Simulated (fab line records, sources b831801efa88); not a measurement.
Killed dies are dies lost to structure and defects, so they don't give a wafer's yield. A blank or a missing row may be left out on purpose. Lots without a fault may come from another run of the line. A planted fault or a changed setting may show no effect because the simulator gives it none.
Split-lot experiment | flow sky130 | 5 lots, 27 wafers read, on a route of 708 steps

THE SPLIT
At SKY_PASSIVATION_ETCH_11 (etches the open film in CF4/O2, stops on AlCu, target depth 725 nm, time 161.1 s), the setting time_s was moved away from the recipe's 161.1 s on 9 of the 27 wafers read, by -46.6% to +16.4%. The other wafers ran this setting at the recipe's value.

The reading is taken at the split's own step.

THE READING
coat_of_PASSIVATION_COAT_06.thk_nm (the simulator's own value, which no gauge read), in nm, at SKY_PASSIVATION_ETCH_11 (etches the open film in CF4/O2, stops on AlCu, target depth 725 nm, time 161.1 s). The file gives no usual value for it. The 18 wafers here that ran the recipe average 2554 nm, standard deviation 9.6 nm.

wafer  | tool, chamber at the split | time_s as run, s | against the recipe | coat_of_PASSIVATION_COAT_06.thk_nm, nm | against lot-mates on the recipe
L074.1 | rie_diel-02, 0             | 161.1            | recipe             | 2553                                   | -
L074.2 | rie_diel-02, 1             | 95.57            | -40.7%             | 2739                                   | +189
L074.3 | rie_diel-02, 3             | 161.1            | recipe             | 2550                                   | -
L074.4 | rie_diel-02, 2             | 95.57            | -40.7%             | 2752                                   | +202
L074.5 | rie_diel-02, 0             | 161.1            | recipe             | 2546                                   | -
L074.6 | rie_diel-02, 1             | 95.57            | -40.7%             | 2746                                   | +196
L075.1 | rie_diel-02, 3             | 161.1            | recipe             | 2563                                   | -
L075.2 | rie_diel-02, 0             | 161.1            | recipe             | 2554                                   | -
L075.3 | rie_diel-02, 2             | 85.99            | -46.6%             | 2781                                   | +222
L075.4 | rie_diel-02, 1             | 85.99            | -46.6%             | 2777                                   | +218
L075.5 | rie_diel-02, 1             | 85.99            | -46.6%             | 2780                                   | +221
L075.6 | rie_diel-02, 0             | 161.1            | recipe             | 2561                                   | -
L077.4 | rie_diel-04, 2             | 161.1            | recipe             | 2555                                   | -
L077.5 | rie_diel-04, 3             | 161.1            | recipe             | 2550                                   | -
L077.6 | rie_diel-04, 0             | 161.1            | recipe             | 2557                                   | -
L079.1 | rie_diel-01, 3             | 161.1            | recipe             | 2569                                   | -
L079.2 | rie_diel-01, 0             | 161.1            | recipe             | 2554                                   | -
L079.3 | rie_diel-01, 1             | 161.1            | recipe             | 2545                                   | -
L079.4 | rie_diel-01, 2             | 161.1            | recipe             | 2563                                   | -
L079.5 | rie_diel-01, 3             | 161.1            | recipe             | 2566                                   | -
L079.6 | rie_diel-01, 2             | 161.1            | recipe             | 2559                                   | -
L084.1 | rie_diel-01, 3             | 161.1            | recipe             | 2553                                   | -
L084.2 | rie_diel-01, 2             | 187.5            | +16.4%             | 2462                                   | -79
L084.3 | rie_diel-01, 0             | 187.5            | +16.4%             | 2458                                   | -83
L084.4 | rie_diel-01, 1             | 161.1            | recipe             | 2526                                   | -
L084.5 | rie_diel-01, 3             | 161.1            | recipe             | 2545                                   | -
L084.6 | rie_diel-01, 0             | 187.5            | +16.4%             | 2467                                   | -74

THE FIT
A straight line over all 27 wafers: coat_of_PASSIVATION_COAT_06.thk_nm changes by -4.88 nm for each +1% of time_s; r = -1.00; the points scatter about the line by 9.4 nm.
The same after taking each lot's own level away (the mean of its wafers on the recipe; 27 wafers): -4.77 nm for each +1%; r = -1.00; scatter 6.4 nm.
On that fit, the largest move of time_s shifts the reading by 2.2e+02 nm.
The lots' own levels span 2541.3 to 2559.3 nm, that is 1.9 times the standard deviation above.
So the lot-to-lot level changes the slope little: the two slopes agree.
Check: with one of the wafers moved furthest among these (-46.6%) left out of the fit, the line predicts +222 nm for it against its lot-mates. It came out at +222 nm against them.

OTHER SPLITS ON THESE WAFERS
These wafers also went through other splits before the reading. Each is held against what the fit with the lots' levels taken away leaves over:
other split on the same wafers      | wafers away from the commonest value | r with coat_of_PASSIVATION_COAT_06.thk_nm (lot level and that fit taken away)
SKY_METAL3_ETCH_16 time_s           | 9                                    | +0.00
SKY_CAP2M_DEVELOP_11 develop_time_s | 12                                   | +0.04
SKY_VIA4_HDPCVD_00 time_s           | 12                                   | +0.09

THE WHOLE CHAIN: every reading that the file lists as answering this split, in the file's order
step                     | what it does                                                                     | reading                                                                             | change (the file's fit)                                                              | r (the file's)
SKY_PASSIVATION_ETCH_11  | etches the open film in CF4/O2, stops on AlCu, target depth 725 nm, time 161.1 s | etch.depth_nm (the simulator's own value, which no gauge read)                      | not straight: 387.4 at the lowest setting, 703.9 at the recipe, 693.7 at the highest | not given
SKY_PASSIVATION_ETCH_11  | etches the open film in CF4/O2, stops on AlCu, target depth 725 nm, time 161.1 s | PASSIVATION.feature_depth_nm (the simulator's own value, which no gauge read)       | +6.26 nm for each +1% of the setting                                                 | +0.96
SKY_PASSIVATION_ETCH_11  | etches the open film in CF4/O2, stops on AlCu, target depth 725 nm, time 161.1 s | coat_of_PASSIVATION_COAT_06.thk_nm (the simulator's own value, which no gauge read) | -4.76 nm for each +1% of the setting                                                 | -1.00
SKY_PASSIVATION_STRIP_12 | strips in O2/N2                                                                  | strip_time_to_endpoint_s                                                            | withheld for each +1% of the setting                                                 | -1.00

THE FILE'S OWN FIT
coat_of_PASSIVATION_COAT_06.thk_nm changes by -4.76 nm for each +1% of time_s, r = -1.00.
